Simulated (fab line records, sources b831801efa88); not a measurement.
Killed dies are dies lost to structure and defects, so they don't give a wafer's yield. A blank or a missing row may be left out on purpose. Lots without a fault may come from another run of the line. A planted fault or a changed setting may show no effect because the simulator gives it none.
Which tool did it? | flow gf180mcu | 11 lots, 33 wafers sampled, at 5 steps of a route of 602

WHAT THE GAUGES READ, wafer by wafer
GF_V4_THK_MEAS_03. Usual: V4_CVD_02_THK 852 nm, standard deviation 10.
lot  | measured     | on            | V4_CVD_02_THK (nm) | flag
L246 | day 23 17:27 | film_metro-04 | 838 839 856        |
L248 | day 24 10:30 | film_metro-03 | 848 835 855        |
L249 | day 24 22:24 | film_metro-04 | 847 851 860        |
L250 | day 25 10:35 | film_metro-04 | 847 846 864        |
L251 | day 25 14:19 | film_metro-04 | 858 855 859        |
L252 | day 25 17:45 | film_metro-04 | 841 837 853        |
L254 | day 26 06:40 | film_metro-04 | 864 866 869        |
L263 | day 29 10:43 | film_metro-03 | 1336 852 858       | OFF
L266 | day 29 19:01 | film_metro-04 | 840 854 862        |
L267 | day 30 11:22 | film_metro-01 | 843 855 859        |
L268 | day 30 21:01 | film_metro-03 | 838 844 862        |

WHICH TOOL RAN EACH LOT (tool, then ch and the chambers of the sampled wafers, then the start)
lot  | GF_V3_CVD_23                  | GF_M4_SPUTTER_00             | GF_M4_SPUTTER_01             | GF_V4_CVD_02
L246 | cvd_w-02 ch 0,1, day 22 17:25 | pvd_sputter-04, day 22 18:00 | pvd_sputter-04, day 22 18:06 | pecvd-04 ch 0,1,2, day 23 17:22
L248 | cvd_w-01 ch 0,1, day 23 09:53 | pvd_sputter-01, day 23 10:28 | pvd_sputter-01, day 23 11:23 | pecvd-04 ch 0,2, day 24 10:26
L249 | cvd_w-01 ch 0,1, day 23 22:40 | pvd_sputter-01, day 23 23:16 | pvd_sputter-01, day 23 23:22 | pecvd-02 ch 0,1, day 24 22:20
L250 | cvd_w-01 ch 0, day 24 11:25   | pvd_sputter-03, day 24 12:01 | pvd_sputter-03, day 24 12:07 | pecvd-03 ch 0,1,2, day 25 10:32
L251 | cvd_w-01 ch 0,1, day 24 14:58 | pvd_sputter-03, day 24 15:31 | pvd_sputter-03, day 24 15:37 | pecvd-03 ch 0,1,2, day 25 14:16
L252 | cvd_w-02 ch 0,1, day 24 18:27 | pvd_sputter-03, day 24 19:03 | pvd_sputter-03, day 24 19:09 | pecvd-04 ch 1,2, day 25 17:31
L254 | cvd_w-01 ch 0,1, day 25 09:38 | pvd_sputter-03, day 25 10:14 | pvd_sputter-03, day 25 10:20 | pecvd-02 ch 0,2, day 26 06:34
L263 | cvd_w-01 ch 0,1, day 28 13:56 | pvd_sputter-03, day 28 14:32 | pvd_sputter-03, day 28 14:38 | pecvd-03 ch 0,1, day 29 10:38
L266 | cvd_w-02 ch 0,1, day 28 22:58 | pvd_sputter-03, day 28 23:40 | pvd_sputter-03, day 28 23:46 | pecvd-02 ch 0,1,2, day 29 18:56
L267 | cvd_w-01 ch 0,1, day 29 15:10 | pvd_sputter-04, day 29 15:45 | pvd_sputter-04, day 29 15:51 | pecvd-02 ch 0,1,2, day 30 11:17
L268 | cvd_w-01 ch 0,1, day 30 01:04 | pvd_sputter-03, day 30 01:40 | pvd_sputter-03, day 30 01:46 | pecvd-02 ch 0,1, day 30 20:55
- GF_V3_CVD_23: deposits W, target thk 350 nm, time 104.9 s.
- GF_M4_SPUTTER_00: material Ti, target thk 37.5 nm, time 150 s.
- GF_M4_SPUTTER_01: material TiN, target thk 30 nm, time 25 s.
- GF_V4_CVD_02: deposits SiO2 from TEOS, target thk 850 nm, time 94.851 s.

WHAT THE TOOLS THEMSELVES READ (means of the sampled wafers that have a number; where no wafer has one, the mark that the record gives instead)
GF_V3_CVD_23. Usual: heater_power_w 927 W, standard deviation 75.
lot  | tool     | heater_power_w (W) | flag
L246 | cvd_w-02 | 955                |
L248 | cvd_w-01 | 886                |
L249 | cvd_w-01 | 946                |
L250 | cvd_w-01 | 837                |
L251 | cvd_w-01 | 901                |
L252 | cvd_w-02 | 956                |
L254 | cvd_w-01 | 959                |
L263 | cvd_w-01 | 950                |
L266 | cvd_w-02 | 906                |
L267 | cvd_w-01 | 978                |
L268 | cvd_w-01 | 963                |

GF_M4_SPUTTER_00. Usual: substrate_temp_c 199.96 C, standard deviation 0.18; throttle_valve_pct 29.8 %, standard deviation 0.99.
lot  | tool           | substrate_temp_c (C) | throttle_valve_pct (%) | flag
L246 | pvd_sputter-04 | 199.93               | 29.9                   |
L248 | pvd_sputter-01 | 199.94               | 29.9                   |
L249 | pvd_sputter-01 | 200.00               | 29.3                   |
L250 | pvd_sputter-03 | 199.82               | 30.0                   |
L251 | pvd_sputter-03 | 200.10               | 30.2                   |
L252 | pvd_sputter-03 | 199.90               | 30.4                   |
L254 | pvd_sputter-03 | 200.03               | 30.1                   |
L263 | pvd_sputter-03 | 199.83               | 30.4                   |
L266 | pvd_sputter-03 | 200.15               | 30.2                   |
L267 | pvd_sputter-04 | 200.09               | 29.9                   |
L268 | pvd_sputter-03 | 199.91               | 30.2                   |

GF_M4_SPUTTER_01. Usual: throttle_valve_pct 29.8 %, standard deviation 0.99.
lot  | tool           | throttle_valve_pct (%) | flag
L246 | pvd_sputter-04 | 29.9                   |
L248 | pvd_sputter-01 | 29.8                   |
L249 | pvd_sputter-01 | 29.4                   |
L250 | pvd_sputter-03 | 30.0                   |
L251 | pvd_sputter-03 | 30.4                   |
L252 | pvd_sputter-03 | 30.5                   |
L254 | pvd_sputter-03 | 30.2                   |
L263 | pvd_sputter-03 | 30.3                   |
L266 | pvd_sputter-03 | 30.4                   |
L267 | pvd_sputter-04 | 30.1                   |
L268 | pvd_sputter-03 | 29.8                   |

GF_V4_CVD_02. Usual: heater_power_w 685 W, standard deviation 94.
lot  | tool     | heater_power_w (W) | flag
L246 | pecvd-04 | 605                |
L248 | pecvd-04 | 658                |
L249 | pecvd-02 | 783                |
L250 | pecvd-03 | 608                |
L251 | pecvd-03 | 653                |
L252 | pecvd-04 | 629                |
L254 | pecvd-02 | 685                |
L263 | pecvd-03 | 636                |
L266 | pecvd-02 | 785                |
L267 | pecvd-02 | 759                |
L268 | pecvd-02 | 811                |

THE ANSWER, worked out from the rows above alone
Rule: a lot is off if the mean of its wafers that have a number lies more than 3 standard deviations from the usual mean. A lot without any number at a reading at which 4 lots or more have one is off too. The other lots that the step has rows for count as sound. The gauges are gone through in route order, then the tools' own readings, and for those a lot's mean is taken as printed above. The first step at which some lot is off is used, and at that step the reading that is off furthest; a lot without a number counts as furthest.
Off: L263, at GF_V4_THK_MEAS_03 (V4_CVD_02_THK).
A tool fits if, at a process step before that reading, it ran every lot that is off, and no sound lot after the first of them. The gauges at GF_V4_THK_MEAS_03 are tried like those tools. One fits: pecvd-03 at GF_V4_CVD_02. Its last sound lot is L251 (day 25 14:16), its first lot that is off L263 (day 29 10:38): a fault that began between those two fits.

WHAT THE SIMULATOR HAD PUT IN
Process parameter drift: pecvd-03, from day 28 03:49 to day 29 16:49, at GF_V4_CVD_02. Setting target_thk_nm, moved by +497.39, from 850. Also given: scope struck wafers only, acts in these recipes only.
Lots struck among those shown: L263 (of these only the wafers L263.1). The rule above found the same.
